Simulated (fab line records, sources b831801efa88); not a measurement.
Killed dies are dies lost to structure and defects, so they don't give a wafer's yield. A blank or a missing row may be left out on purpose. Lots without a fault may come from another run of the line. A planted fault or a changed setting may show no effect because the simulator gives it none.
A struck lot beside a sound one | flow sfq_line | 25 steps out of a route of 325
Sound: wafers L236.3, L236.4, L236.6. Struck: wafer L250.5. (L250.2, L250.4 of the same lot were not struck and are left out.) The cause comes at the end.
At each step with rows: each side's tool, then ch and its chambers, then its first start. Under that, the readings that differ: sound wafers | struck wafers | difference of the means | sigmas: that difference in standard deviations of wafers without a fault.
alike: readings whose means differ by less than 2 such deviations, and words and numbers that are the same on both sides. not compared: withheld readings, readings that some wafer has no value for, bounds like >300 that may hide the same value, and numbers for which the record gives no deviation and whose values overlap.
The two part at a step that has a row with sigmas, a row that says differs or no value, or rows on one side only. Numbers that don't overlap but have no deviation are shown without sigmas and don't part them. A reading that every wafer of one side lacks parts them only if that side has two wafers or more.

first, 6 steps without rows for these wafers: SFQ_TRILAYER_M7_LITHO_COAT_182 (resist thk 62 nm); SFQ_TRILAYER_M7_LITHO_COAT_177 (resist thk 600 nm); SFQ_TRILAYER_M7_LITHO_SOFTBAKE_181; SFQ_TRILAYER_M7_LITHO_EXPOSE_178 (exposes mask M7, target cd 500 nm); SFQ_TRILAYER_M7_LITHO_PEB_180 (peb time 60 s); SFQ_TRILAYER_M7_LITHO_DEVELOP_179 (time 60 s).
SFQ_M7_OVL_MEAS_945:
  sound on overlay-02, day 82 09:56; struck on overlay-01, day 86 16:47
  alike: M7_OVL
SFQ_TRILAYER_M7_BARC_OPEN_METAL_ETCH_229: etches BARC in O2, target depth 125 nm, time 41.7 s.
  sound on rie_metal-04 ch 0,1, day 82 09:59; struck on rie_metal-04 ch 0, day 86 16:49
  reading                        | sound                | struck | difference | sigmas
  chamber_pressure_mTorr (mTorr) | 10.004 10.003 10.001 | 9.980  | -0.023     | -2
  alike: drypump_motor_current_A, oes_product_au
  not compared: rf_hours_counter_h
SFQ_TRILAYER_M7_ETCH_METAL_ETCH_180: etches Nb in Cl2/Ar, stops on SiO2, target depth 240 nm, time 120 s.
  sound on rie_metal-04 ch 0,1, day 82 10:04; struck on rie_metal-04 ch 0, day 86 16:53
  alike: chamber_pressure_mTorr, drypump_motor_current_A, oes_product_au
  not compared: rf_hours_counter_h
SFQ_TRILAYER_M7_STRIP_STRIP_181: strips in O2.
  sound on rie_metal-04 ch 0,1, day 82 10:20; struck on rie_metal-04 ch 0, day 86 17:01
  alike: chamber_pressure_mTorr, drypump_motor_current_A, oes_product_au
  not compared: rf_hours_counter_h
then, 1 step without rows for these wafers: SFQ_TRILAYER_M7_STRIP_SOLV_CLEAN_182 (cleans in NMP, time 600 s).
SFQ_TRILAYER_I7_DEP_PECVD_183: deposits SiO2 from SiH4/N2O, time 111.11 s, target thk 500 nm.
  sound on pecvd-01 ch 0,1,2, day 82 10:55; struck on pecvd-04 ch 0, day 86 17:47
  reading                | sound          | struck | difference | sigmas
  throttle_valve_pct (%) | 27.5 28.4 25.0 | 23.5   | -3.5       | -2
  alike: heater_power_w
SFQ_TRILAYER_I7_CMP_CMP_184: polishes SiO2.
  sound on cmp-02 ch 1,2,3, day 82 11:59; struck on cmp-02 ch 1, day 86 20:22
  reading                                             | sound             | struck | difference | sigmas
  time_to_endpoint_s (s)                              | 201 208 201       | 175    | -28        | -4
  model.SiO2_of_TRILAYER_I7_DEP_PECVD_183.thk_nm (nm) | 200.2 199.6 199.5 | 249.2  | +49.4      |
  alike: motor_current_A
SFQ_I7_BOW_MEAS_946:
  sound on film_metro-02, day 82 14:02; struck on film_metro-04, day 86 20:53
  alike: I7_BOW
SFQ_TRILAYER_I7_METRO_MEASURE_185:
  sound on film_metro-02, day 82 14:31; struck on film_metro-04, day 86 21:11
  reading     | sound             | struck | difference | sigmas
  thk_nm (nm) | 200.2 199.6 199.4 | 249.4  | +49.7      | +56
then, 6 steps without rows for these wafers: SFQ_TRILAYER_I7_VIA_LITHO_COAT_192 (resist thk 62 nm); SFQ_TRILAYER_I7_VIA_LITHO_COAT_187 (resist thk 650 nm); SFQ_TRILAYER_I7_VIA_LITHO_SOFTBAKE_191; SFQ_TRILAYER_I7_VIA_LITHO_EXPOSE_188 (exposes mask I7, target cd 1000 nm); SFQ_TRILAYER_I7_VIA_LITHO_PEB_190 (peb time 60 s); SFQ_TRILAYER_I7_VIA_LITHO_DEVELOP_189 (time 60 s).
-- the record jumps here: 4 days lie between the struck wafers' starts before and after --
SFQ_I7_OVL_MEAS_947:
  sound on overlay-01, day 86 14:24; struck on overlay-01, day 90 17:50
  alike: I7_OVL
SFQ_TRILAYER_I7_VIA_BARC_OPEN_VIA_ETCH_260: etches BARC in O2, target depth 125 nm, time 41.7 s.
  sound on rie_diel-03 ch 0,1, day 86 14:25; struck on rie_diel-03 ch 0, day 90 17:52
  alike: chamber_pressure_mTorr, drypump_motor_current_A, oes_product_au
  not compared: rf_hours_counter_h
SFQ_TRILAYER_I7_VIA_ETCH_VIA_ETCH_190: etches SiO2 in CHF3, stops on Nb, target depth 260 nm.
  sound on rie_diel-03 ch 0,1, day 86 14:28; struck on rie_diel-03 ch 0, day 90 17:54
  reading                        | sound             | struck | difference | sigmas
  oes_product_au (a.u.)          | 0.848 0.854 0.849 | 0.970  | +0.120     | +24
  model.I7.feature_depth_nm (nm) | 200.2 199.6 199.5 | 249.2  | +49.4      |
  model.etch.depth_nm (nm)       | 200.2 199.6 199.5 | 249.2  | +49.4      |
  alike: chamber_pressure_mTorr, drypump_motor_current_A
then, 1 step without rows for these wafers: SFQ_TRILAYER_I7_VIA_STRIP_STRIP_191 (strips in O2).

WHERE THEY PART
First at SFQ_TRILAYER_M7_BARC_OPEN_METAL_ETCH_229; last, within this record, at SFQ_TRILAYER_I7_VIA_ETCH_VIA_ETCH_190.

WHY: what the simulator had put in
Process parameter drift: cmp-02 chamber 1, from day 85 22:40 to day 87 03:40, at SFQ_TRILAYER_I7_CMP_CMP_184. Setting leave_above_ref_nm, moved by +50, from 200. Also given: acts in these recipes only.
